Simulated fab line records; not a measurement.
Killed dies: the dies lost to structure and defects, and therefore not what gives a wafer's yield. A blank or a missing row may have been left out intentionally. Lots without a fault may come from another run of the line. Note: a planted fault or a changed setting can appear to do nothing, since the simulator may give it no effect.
A lot that was struck, set against a sound lot | flow sky130 | 43 steps out of a route of 708
Sound: these wafers, L815.2, L815.3, L815.5. Struck: wafers L831.1, L831.2, L831.5. Last of all comes the cause.
Per side, at each step with rows, come the tool, then ch with its chambers, and then its first start. Under that, the readings that differ: sound wafers | struck wafers | difference of the means | sigmas: that difference in standard deviations of wafers without a fault.
alike: same words and numbers on both sides, and readings whose means sit less than 2 such deviations apart. not compared: any withheld reading, any reading some wafer has no value for, any bound like >300 that may hide the same value, and any number with overlapping values for which the record gives no deviation.
The two part at a step that has a row with sigmas, a row that says differs or no value, or rows on one side only. Numbers that don't overlap but have no deviation are shown without sigmas and don't part them. A reading that every wafer of one side lacks parts them only if that side has two wafers or more.

first, 7 steps without rows for these wafers: SKY_CONTACT_ETCH_18 (etches Si3N4 in CHF3/O2, stops on TiN, time 39 s, target depth 75 nm); SKY_CONTACT_STRIP_19 (strips in O2/N2); SKY_CONTACT_STRIP_20 (strips in post etch residue remover, time 1200 s); SKY_CONTACT_CLEAN_21 (cleans in IPA, time 180 s); SKY_CONTACT_CLEAN_22 (cleans in O3/DIW); SKY_CONTACT_SPUTTER_23 (material TiN, target thk 20 nm, time 80 s); SKY_CONTACT_CVD_24 (deposits W, target thk 340 nm, time 102.12 s).
SKY_CONTACT_RS_MEAS_25: a four-point-probe measurement.
  struck on film_metro-03, day 37 13:55; sound on film_metro-03, day 32 12:53
  alike: CONTACT_W_RS
SKY_CONTACT_THK_MEAS_26: measures by xrf.
  struck on film_metro-03, day 37 14:02; sound on film_metro-03, day 32 12:59
  alike: CONTACT_W_THK
then, 3 steps without rows for these wafers: SKY_CONTACT_CMP_27 (polishes, stops on SiO2, t overpolish 15 s, target thk 0 nm); SKY_METAL1_SPUTTER_00 (material Ti, target thk 15 nm, time 10 s); SKY_METAL1_SPUTTER_01 (material TiN, target thk 20 nm, time 16.7 s).
SKY_METAL1_SPUTTER_02: material AlCu, target thk 250 nm, time 13.3 s.
  struck on pvd_sputter-02, day 37 14:26; sound on pvd_sputter-01, day 32 13:23
  alike: throttle_valve_pct
SKY_METAL1_SPUTTER_03: material Ti, target thk 5 nm, time 3.3 s.
  struck on pvd_sputter-02, day 37 14:28; sound on pvd_sputter-01, day 32 13:25
  alike: throttle_valve_pct
SKY_METAL1_SPUTTER_04: material TiN, target thk 70 nm, time 58.3 s.
  struck on pvd_sputter-02, day 37 14:29; sound on pvd_sputter-01, day 32 13:26
  alike: throttle_valve_pct
SKY_METAL1_RS_MEAS_05: a four-point-probe measurement.
  struck on film_metro-01, day 37 14:32; sound on film_metro-02, day 32 13:30
  alike: METAL1_ALCU_RS
SKY_METAL1_THK_MEAS_06: measures by xrf.
  struck on film_metro-01, day 37 14:39; sound on film_metro-02, day 32 13:37
  alike: METAL1_ALCU_THK
then, 8 steps without rows for these wafers: SKY_METAL1_DEHYDRATE_07 (time 60 s); SKY_METAL1_HMDS_08 (prime time 60 s); SKY_METAL1_COAT_09 (resist thk 60 nm); SKY_METAL1_COAT_10 (resist thk 450 nm); SKY_METAL1_SOFTBAKE_11 (time 90 s); SKY_METAL1_EXPOSE_12 (exposes mask MM1, target cd 140 nm); SKY_METAL1_PEB_13; SKY_METAL1_DEVELOP_14 (develop time 60 s).
SKY_METAL1_CD_MEAS_15: the cd target is 140 nm.
  struck on cd_sem-01, day 38 16:32; sound on cd_sem-01, day 33 16:25
  alike: cd_nm
SKY_METAL1_OVL_MEAS_16:
  struck on overlay-02, day 38 16:39; sound on overlay-02, day 33 16:32
  alike: METAL1_OVL
then, 2 steps without rows for these wafers: SKY_METAL1_DESCUM_17 (chemistry O2, time 8 s); SKY_METAL1_ETCH_18 (etches BARC in N2/H2, stops on SiO2, time 45.9 s, target depth 60 nm).
SKY_METAL1_METAL_ETCH_19: etches the open film in Cl2/BCl3, stops on SiO2, target depth 360 nm, time 78 s.
  sound on rie_metal-02 ch 1, day 33 16:47; struck on rie_metal-01 ch 0,1, day 38 16:47
  alike: drypump_motor_current_A, oes_product_au, rf_fwd_power_W, throttle_valve_pct
  not compared: rf_hours_counter_h
SKY_METAL1_STRIP_20: strips in O2/N2.
  sound on plasma_asher-03 ch 0, day 33 16:56; struck on plasma_asher-04 ch 0,1, day 38 16:52
  alike: drypump_motor_current_A, oes_product_au, strip_time_to_endpoint_s
  not compared: rf_hours_counter_h
then, 4 steps without rows for these wafers: SKY_METAL1_STRIP_21 (strips in post etch residue remover, time 1200 s); SKY_METAL1_CLEAN_22 (cleans in IPA, time 180 s); SKY_METAL1_CLEAN_23 (cleans in O3/DIW); SKY_VIA1_HDPCVD_00 (deposits SiO2, target thk 1030 nm, time 171.7 s).
SKY_VIA1_THK_MEAS_01:
  struck on film_metro-01, day 38 17:35; sound on film_metro-01, day 33 17:38
  alike: VIA1_HDPCVD_THK
SKY_VIA1_CMP_02: polishes SiO2.
  sound on cmp-01 ch 1,3, day 33 17:44; struck on cmp-02 ch 0,3, day 38 17:38
  alike: motor_current_A, platen_rpm
SKY_VIA1_BOW_MEAS_03:
  struck on film_metro-04, day 38 17:56; sound on film_metro-04, day 33 18:01
  alike: VIA1_BOW
then, 4 steps without rows for these wafers: SKY_VIA1_DEHYDRATE_04 (time 60 s); SKY_VIA1_HMDS_05 (prime time 60 s); SKY_VIA1_COAT_06 (resist thk 60 nm); SKY_VIA1_COAT_07 (resist thk 450 nm).
-- the record jumps here: 11 days lie between the struck wafers' starts before and after (it left off in module VIA1 and takes up again in module PAD_OPEN, whose first step shown is number 708 of the route) --
SKY_PAD_OPEN_PROBE_99:
  struck on prober-02, day 50 03:02; sound on prober-02, day 46 13:43
  reading                               | sound             | struck            | difference | sigmas
  killed_at_M0_to_M3                    | 49 50 37          | 84 100 83         | +44        | +7
  killed_dies                           | 90 91 86          | 124 142 122       | +40        | +5
  killed_on_rim                         | 18 21 16          | 36 28 27          | +12        | +3
  model.etest.tester.sort_n_pass        | 402 401 406       | 368 350 370       | -40        |
  model.etest.tester.sort_yield_pct (%) | 81.71 81.5 82.52  | 74.8 71.14 75.2   | -8.2       |
  model.etest.tip_n.rs_ohm_sq           | 446 445.6 445.5   | 438.6 440.6 438.9 | -6.3       |
  model.etest.tester.sort_bin_5_pct (%) | 10.98 9.553 10.98 | 17.68 16.26 15.45 | +5.96      |
  model.etest.tester.sort_bin_3_pct (%) | 0.813 1.22 0.813  | 2.236 5.081 3.252 | +2.574     |
  alike: killed_at_M4_up, killed_at_contacts, killed_at_front_end, killed_at_other, killed_open, killed_short

## WHERE THEY PART
Within this record, at SKY_PAD_OPEN_PROBE_99 only.

WHY: what had been put in by the simulator
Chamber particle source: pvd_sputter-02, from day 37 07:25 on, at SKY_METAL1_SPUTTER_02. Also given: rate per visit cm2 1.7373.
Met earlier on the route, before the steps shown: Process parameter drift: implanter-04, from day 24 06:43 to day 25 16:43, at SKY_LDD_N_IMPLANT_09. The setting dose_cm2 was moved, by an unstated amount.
